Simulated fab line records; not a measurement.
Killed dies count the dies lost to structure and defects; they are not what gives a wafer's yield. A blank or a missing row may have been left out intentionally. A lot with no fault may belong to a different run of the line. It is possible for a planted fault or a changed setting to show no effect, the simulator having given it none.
A lot that was struck, set against a sound lot + flow sky130 + 30 out of 708 route steps
Sound: the wafers L501.1, L501.2, L501.5. The struck wafers were L509.1, L509.2, L509.5. The cause comes at the end.
Each step with rows lists, per side, the tool, then ch with its chambers, then its first start. Under that, the readings that differ: sound wafers + struck wafers + difference of the means + sigmas: that difference in standard deviations of wafers without a fault.
alike: a reading whose means differ by less than 2 such deviations, as well as words and numbers matching on both sides. not compared: withheld readings; readings where some wafer has no value; bounds like >300 that might hide an equal value; numbers whose values overlap and for which the record gives no deviation.
The two part at a step that has a row with sigmas, a row that says differs or no value, or rows on one side only. Non-overlapping numbers with no deviation appear without sigmas and do not part them. Lack of a reading on every wafer of one side parts them only where that side has two or more wafers.

SKY_PWDE_STRIP_09: strips in O2/N2.
  sound on plasma asher-04 ch 0,1, day 3 19:47; struck on plasma asher-02 ch 0,1, day 5 15:05
  alike: drypump motor current A, oes product au, strip time to endpoint s
  not compared: rf hours counter h
SKY_PWDE_TW_MEAS_10:
  sound on film metro-01 at day 3 19:53; struck on film metro-01 at day 5 15:11
  alike: PWDE_TW
then, 7 steps without rows for these wafers: SKY_NWELL_DEHYDRATE_03 (time 60 s); SKY_NWELL_HMDS_04 (prime time 60 s); SKY_NWELL_COAT_05 (resist thk 3000 nm); SKY_NWELL_SOFTBAKE_06; SKY_NWELL_EXPOSE_07 (exposes mask NWM, target cd 840 nm); SKY_NWELL_PEB_08; SKY_NWELL_DEVELOP_09 (develop time 60 s).
SKY_NWELL_OVL_MEAS_10:
  sound on overlay-01 at day 4 13:02; struck on overlay-02 at day 6 09:50
  alike: NWELL_00_OVL
then, 2 steps without rows for these wafers: SKY_NWELL_IMPLANT_11; SKY_NWELL_IMPLANT_12.
SKY_NWELL_IMPLANT_13:
  sound on implanter-01 ch 0, day 4 13:22; struck on implanter-01 ch 0, day 6 10:10
| reading            | sound                         | struck                       | difference | sigmas      |
|--------------------|-------------------------------|------------------------------|------------|-------------|
| dose ions cm2      | 6.981e+11 6.997e+11 6.992e+11 | 2.993e+11 2.98e+11 2.984e+11 | -4.004e+11 | -99 or more |
| faraday current uA | 3.86 3.90 4.00                | 1.74 1.62 1.69               | -2.24      | -28         |
SKY_NWELL_STRIP_14: strips in O2/N2.
  sound on plasma asher-01 ch 0,1, day 4 13:31; struck on plasma asher-02 ch 0,1, day 6 10:19
  alike: drypump motor current A, oes product au, strip time to endpoint s
  not compared: rf hours counter h
SKY_NWELL_TW_MEAS_15:
  sound on film metro-04 at day 4 13:37; struck on film metro-01 at day 6 10:25
| reading  | sound          | struck         | difference | sigmas |
|----------|----------------|----------------|------------|--------|
| NWELL_TW | 1803 1800 1800 | 1866 1868 1862 | +64        | +2     |
then, 7 steps without rows for these wafers: SKY_NWELL_DEHYDRATE_16 (time 60 s); SKY_NWELL_HMDS_17 (prime time 60 s); SKY_NWELL_COAT_18 (resist thk 3000 nm); SKY_NWELL_SOFTBAKE_19; SKY_NWELL_EXPOSE_20 (exposes mask NWM COMPLEMENT, target cd 840 nm); SKY_NWELL_PEB_21; SKY_NWELL_DEVELOP_22 (develop time 60 s).
SKY_NWELL_OVL_MEAS_23:
  sound on overlay-01 at day 5 06:36; struck on overlay-02 at day 7 06:09
  alike: NWELL_01_OVL
after that, 1 step had no rows for these wafers: SKY_NWELL_IMPLANT_24.
SKY_NWELL_STRIP_25: strips in O2/N2.
  sound on plasma asher-02 ch 0,1, day 5 06:49; struck on plasma asher-03 ch 0,1, day 7 06:20
| reading                      | sound             | struck            | difference | sigmas |
|------------------------------|-------------------|-------------------|------------|--------|
| strip time to endpoint s (s) | 37.01 36.99 36.98 | 37.21 37.34 37.25 | +0.27      | +2     |
  alike: drypump motor current A, oes product au
  not compared: rf hours counter h
SKY_NWELL_TW_MEAS_26:
  sound on film metro-01 at day 5 06:55; struck on film metro-01 at day 7 06:26
  alike: NWELL_2_TW
then, 1 step without rows for these wafers: SKY_NWELL_CLEAN_27 (cleans in SC1/SC2, time 150 s).
SKY_NWELL_RTA_28: time 30 s.
  sound on rtp anneal-02 ch 0, day 5 07:01; struck on rtp anneal-01 ch 0, day 7 06:33
  alike: lamp power pct, ramp down c per s, wafer_temp_C_max
SKY_NWELL_RS_MEAS_29: uses a four-point probe to measure.
  sound on film metro-01 at day 5 07:07; struck on film metro-04 at day 7 06:39
| reading           | sound             | struck            | difference | sigmas |
|-------------------|-------------------|-------------------|------------|--------|
| NWELL_RS (ohm/sq) | 624.9 628.1 627.7 | 638.8 639.5 637.9 | +11.8      | +9     |
-- the record jumps here: 40 days lie between the struck wafers' starts before and after (it left off in module NWELL and takes up again in module PAD_OPEN, whose first step shown is number 708 of the route) --
SKY_PAD_OPEN_PROBE_99:
  sound on prober-02 at day 45 14:58; struck on prober-02 at day 47 17:05
| reading                                | sound                         | struck                       | difference | sigmas |
|----------------------------------------|-------------------------------|------------------------------|------------|--------|
| killed at other                        | 2 0 3                         | 0 0 0                        | -2         | -3     |
| model.etest.nfet_16v.r on ohm um       | 1.382e+04 1.398e+04 1.396e+04 | 1.462e+04 1.47e+04 1.469e+04 | +7.500e+02 |        |
| model.etest.pfet g5v0d10v5.r on ohm um | 4671 4704 4756                | 4559 4483 4465               | -208       |        |
| model.etest.tip p.rs ohm sq            | 6803 6789 6835                | 6704 6650 6686               | -129       |        |
| model.etest.tip_p_5v.rs ohm sq         | 2844 2884 2862                | 2755 2770 2764               | -100       |        |
| model.etest.pfet g5v0d10v5.drive ua um | 352.8 346.7 345.6             | 358.2 365.1 363.7            | +14.0      |        |
| model.etest.pfet_01v8_lvt.drive ua um  | 178.6 179.4 174.9             | 192.6 192.4 191.9            | +14.7      |        |
| model.etest.pfet_16v.drive ua um       | 251.8 251 247.5               | 255.6 255.5 254.8            | +5.2       |        |
  alike: killed_at_M0_to_M3, killed_at_M4_up, killed at contacts, killed at front end, killed dies, killed on rim, killed open, killed short
  not compared: model.etest.pfet_01v8_mvt.drive ua um

== WHERE THEY PART ==
Earliest at SKY_NWELL_IMPLANT_13; latest, in this record, at SKY_PAD_OPEN_PROBE_99.

WHY: what the simulator had put in
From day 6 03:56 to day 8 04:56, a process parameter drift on implanter-01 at SKY_NWELL_IMPLANT_13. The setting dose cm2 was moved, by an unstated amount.
